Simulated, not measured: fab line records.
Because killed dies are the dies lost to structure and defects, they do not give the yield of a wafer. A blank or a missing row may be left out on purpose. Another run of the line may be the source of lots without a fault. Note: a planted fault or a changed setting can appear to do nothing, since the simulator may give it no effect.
Split-lot study -- flow sfq_line -- 23 wafers read across 5 lots, on a route 325 steps long

THE SPLIT ITSELF
At SFQ_TRILAYER_M3_DEP_SPUTTER_073 (material Nb, target thk 200 nm, time 133.3 s), the setting power_w was moved away from the recipe's 2000 W on 12 of the 23 wafers read, by -5.3% to +10.5%. The other wafers ran this setting at the recipe's value.

FROM THE SPLIT TO THE READING: what the file shows between them, 2 steps
- SFQ_M3_RS_MEAS_919: measures by four-point-probe
- SFQ_TRILAYER_M3_BARC_OPEN_METAL_ETCH_100: etches BARC in O2, target depth 125 nm, time 41.7 s (also split here: pressure_mtorr)

THE READING
oes_product_au, in a.u., at SFQ_TRILAYER_M3_ETCH_METAL_ETCH_078 (etches Nb in Cl2/Ar, stops on SiO2, target depth 240 nm, time 120 s). A value of 0.895 a.u. with a standard deviation of 0.0069 a.u. is what fault-free wafers of this fab line usually give.

wafer,"tool, chamber at the split","power_w as run, W",against the recipe,"oes_product_au, a.u.",against lot-mates on the recipe
L076.1,"pvd_sputter-05, -",2000,recipe,0.892,-
L076.2,"pvd_sputter-05, -",2210,+10.5%,0.951,+0.052
L076.3,"pvd_sputter-05, -",2210,+10.5%,0.947,+0.048
L076.4,"pvd_sputter-05, -",2210,+10.5%,0.955,+0.056
L076.6,"pvd_sputter-05, -",2000,recipe,0.906,-
L078.1,"pvd_sputter-06, -",1893,-5.3%,0.857,-0.040
L078.2,"pvd_sputter-06, -",1893,-5.3%,0.852,-0.045
L078.4,"pvd_sputter-06, -",2000,recipe,0.898,-
L078.5,"pvd_sputter-06, -",2000,recipe,0.895,-
L078.6,"pvd_sputter-06, -",1893,-5.3%,0.857,-0.040
L079.2,"pvd_sputter-06, -",2080,+4.0%,0.922,+0.033
L079.3,"pvd_sputter-06, -",2000,recipe,0.891,-
L079.4,"pvd_sputter-06, -",2080,+4.0%,0.918,+0.029
L079.5,"pvd_sputter-06, -",2080,+4.0%,0.915,+0.026
L079.6,"pvd_sputter-06, -",2000,recipe,0.888,-
L080.3,"pvd_sputter-06, -",2000,recipe,0.898,-
L080.5,"pvd_sputter-06, -",2000,recipe,0.891,-
L080.6,"pvd_sputter-06, -",2000,recipe,0.904,-
L084.1,"pvd_sputter-05, -",2000,recipe,0.892,-
L084.2,"pvd_sputter-05, -",2185,+9.3%,0.945,+0.050
L084.3,"pvd_sputter-05, -",2000,recipe,0.898,-
L084.5,"pvd_sputter-05, -",2185,+9.3%,0.933,+0.038
L084.6,"pvd_sputter-05, -",2185,+9.3%,0.942,+0.047

FIT RESULTS
A straight line over all 23 wafers: oes_product_au changes by +0.00561 a.u. for each +1% of power_w; r = +0.98; the points scatter about the line by 0.0063 a.u.
The same after taking each lot's own level away (the mean of its wafers on the recipe; 23 wafers): +0.00558 a.u. for each +1%; r = +0.97; scatter 0.0069 a.u.
The reading moves by 0.059 a.u. for the largest change in power_w, on that fit.
The span of the lots' own levels, 0.8895 to 0.8990 a.u., comes to 1.4 times the standard deviation stated above.
The two slopes are in agreement: the lot-to-lot level therefore moves the slope only a little.
Check: for one of the wafers moved furthest among these (+10.5%), held out of the fit, the line's prediction against its lot-mates is +0.057 a.u. It came out at +0.052 a.u. against them.

OTHER SPLITS ON THESE WAFERS
These wafers also went through other splits before the reading. Each is held against what the fit with the lots' levels taken away leaves over:
other split on the same wafers,wafers away from the commonest value,r with oes_product_au (lot level and that fit taken away)
SFQ_TRILAYER_I1_VIA_ETCH_VIA_ETCH_052 source_w,8,-0.28
SFQ_TRILAYER_I2_VIA_LITHO_EXPOSE_068 dose_mj,7,-0.25
SFQ_TRILAYER_I2_VIA_BARC_OPEN_VIA_ETCH_096 pressure_mtorr,15,+0.52
SFQ_TRILAYER_M3_BARC_OPEN_METAL_ETCH_100 pressure_mtorr,18,+0.08

THE WHOLE CHAIN: every reading that the file lists as answering this split, in the file's order
step,what it does,reading,change (the file's fit),r (the file's)
SFQ_TRILAYER_M3_DEP_SPUTTER_073,"material Nb, target thk 200 nm, time 133.3 s","Nb_of_TRILAYER_M3_DEP_SPUTTER_073.thk_nm (the simulator's own value, which no gauge read)",+2.15 nm for each +1% of the setting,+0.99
SFQ_M3_RS_MEAS_919,measures by four-point-probe,M3_NB_RS,-0.00897 for each +1% of the setting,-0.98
SFQ_TRILAYER_M3_ETCH_METAL_ETCH_078,"etches Nb in Cl2/Ar, stops on SiO2, target depth 240 nm, time 120 s",oes_product_au,+0.00542 a.u. for each +1% of the setting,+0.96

FILE'S OWN FIT
oes_product_au changes by +0.00542 a.u. for each +1% of power_w, r = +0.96.
